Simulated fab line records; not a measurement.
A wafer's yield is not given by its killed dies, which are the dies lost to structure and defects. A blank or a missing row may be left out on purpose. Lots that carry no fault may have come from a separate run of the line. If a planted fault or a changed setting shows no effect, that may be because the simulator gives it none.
Chamber matching    flow sky130    SKY_VIA2_ETCH_15 on rie diel-01: 4 sister chambers
The step etches SiO2 in C4F8/O2/Ar, stops on TiN, target depth 546 nm, time 85.76 s. 4 wafers are shown with their chamber, then 10 later ones without.

## WAFERS WITH THEIR CHAMBER
wafer   chamber  oes product au (a.u.)
L084.5  2        0.943
L087.2  3        0.939
L090.3  1        0.941
L090.5  0        0.942

## WAFERS WHOSE CHAMBER IS MISSING
wafer   oes product au (a.u.)
L090.6  0.937
L095.1  0.944
L095.2  0.934
L095.3  0.937
L095.4  0.934
L095.5  0.931
L095.6  0.930
L096.1  0.939
L096.2  0.935
L096.4  0.930

## WHICH CHAMBER EACH ONE RAN IN
wafer   from the rows above                in truth
L090.6  can't be placed: 3 or 1 or 0 or 2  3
L095.1  can't be placed: 2 or 0 or 1 or 3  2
L095.2  can't be placed: 3 or 1 or 0 or 2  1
L095.3  can't be placed: 3 or 1 or 0 or 2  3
L095.4  can't be placed: 3 or 1 or 0 or 2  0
L095.5  can't be placed: 3 or 1 or 0 or 2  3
L095.6  can't be placed: 3 or 1 or 0 or 2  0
L096.1  can't be placed: 3 or 1 or 0 or 2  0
L096.2  can't be placed: 3 or 1 or 0 or 2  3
L096.4  can't be placed: 3 or 1 or 0 or 2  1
Correctly placed: 0 of 10. Unplaceable from these rows: 10, with the true chamber sitting among the candidates in 10. Placed wrongly: 0.
How it was worked out, from the rows above alone: a wafer's distance from a chamber is the root of the sum, over the readings, of the square of ((its reading less the chamber's mean) divided by the reading's scatter). If the next closest chamber is less than 2 further off than the closest, the wafer can't be placed; otherwise it belongs to the closest. Each chamber's mean is taken over the wafers shown for it. The scatter: with one shown wafer a chamber, the root of the mean of the squares of how far each hidden wafer lies from its nearest shown one.
